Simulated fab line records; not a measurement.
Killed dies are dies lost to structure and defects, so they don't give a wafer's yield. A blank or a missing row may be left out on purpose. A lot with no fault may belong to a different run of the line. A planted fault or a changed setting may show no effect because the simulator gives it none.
Which tool is to blame? | flow sky130 | 13 lots, 39 wafers sampled, at 1 step of a route of 708

WHAT THE GAUGES SHOWED, per wafer
SKY_VT_ADJUST_HVTP_TW_MEAS_11.
lot  | measured     | on            | VT_ADJUST_HVTP_TW
L509 | day 6 03:37  | film-metro-01 | 1376 1372 1381
L510 | day 6 10:31  | film-metro-04 | 1358 1346 1355
L514 | day 7 10:01  | film-metro-02 | 1369 1364 1369
L516 | day 7 23:35  | film-metro-01 | 1379 1390 1379
L517 | day 8 05:48  | film-metro-04 | 1365 1359 1362
L524 | day 10 05:40 | film-metro-01 | 1374 1373 1378
L525 | day 10 06:35 | film-metro-02 | 1369 1373 1369
L527 | day 11 03:52 | film-metro-04 | 1362 1355 1364
L528 | day 11 05:01 | film-metro-01 | 1396 1393 1386
L529 | day 12 06:14 | film-metro-01 | 1393 1392 1389
L530 | day 12 16:38 | film-metro-04 | 1347 1360 1353
L532 | day 12 16:56 | film-metro-02 | 1370 1370 1369
L531 | day 12 17:49 | film-metro-04 | 1366 1357 1364

TOOL THAT RAN EACH LOT (tool first, then ch and the chambers of the sampled wafers, then the start)
The record shows no process step preceding these readings.

AS READ BY THE TOOLS THEMSELVES (means over the sampled wafers that have a number; for cases with no such wafer, the mark the record gives instead)
The record holds no such reading with a usual standard deviation.

THE ANSWER, worked out from the rows above alone
Rule: what is usual is taken from the lots themselves. Put in order of their means at a reading, lots are off if they are a third of the lots or fewer, leave a main group of 4 or more, and stand apart from it by a gap of 3 or more times the standard deviation of the main group's means; of several such gaps the widest counts. A main group whose means are all the same, to the digits that the tables above print for the reading, isn't used. Also off: a lot with no number at a reading for which 4 or more lots have one. All remaining lots with rows at the step are treated as sound. Order of review: gauges by route order, followed by the tools' own readings, for which a lot's mean as printed above is used. At the first step where some lot is off, the reading lying furthest off is the one used; lots without a number count as furthest.
Nothing can be told from this: no lot is off at any reading shown.

WHAT THE SIMULATOR HAD PUT IN
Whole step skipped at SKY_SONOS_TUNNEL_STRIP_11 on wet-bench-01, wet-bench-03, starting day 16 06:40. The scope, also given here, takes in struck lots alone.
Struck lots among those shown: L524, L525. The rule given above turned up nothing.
